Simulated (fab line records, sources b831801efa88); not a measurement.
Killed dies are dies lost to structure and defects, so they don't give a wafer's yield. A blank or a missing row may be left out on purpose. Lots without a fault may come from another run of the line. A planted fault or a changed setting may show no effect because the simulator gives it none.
Chamber matching | flow sfq_line | SFQ_TRILAYER_I7_CMP_CMP_184 on cmp-02: 4 sister chambers
The step polishes SiO2. 4 wafers are shown with their chamber, then 7 later ones without.

WAFERS WITH THEIR CHAMBER
wafer  | chamber | motor_current_A (A)
L851.1 | 3       | 11.4
L853.6 | 0       | 10.3
L855.4 | 1       | 10.3
L855.6 | 2       | 8.4

WAFERS WITHOUT THEIR CHAMBER
wafer  | motor_current_A (A)
L861.3 | 10.0
L866.2 | 11.6
L866.4 | 7.8
L866.6 | 11.5
L868.2 | 7.8
L868.3 | 10.9
L868.5 | 8.2

WHICH CHAMBER EACH WENT THROUGH
wafer  | from the rows above          | in truth
L861.3 | can't be placed: 0 or 1      | 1
L866.2 | 3                            | 3
L866.4 | 2                            | 2
L866.6 | 3                            | 3
L868.2 | 2                            | 2
L868.3 | can't be placed: 3 or 0 or 1 | 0
L868.5 | 2                            | 2
Placed correctly: 5 of 7. Can't be placed from these rows: 2 (the true chamber is among the candidates in 2). Placed wrongly: 0.
How it was worked out, from the rows above alone: a wafer's distance from a chamber is the root of the sum, over the readings, of the square of ((its reading less the chamber's mean) divided by the reading's scatter). The wafer belongs to the nearest chamber; if the next one is less than 2 further off, it can't be placed. A chamber's mean is the mean of its shown wafers. The scatter: with one shown wafer a chamber, the root of the mean of the squares of how far each hidden wafer lies from its nearest shown one.
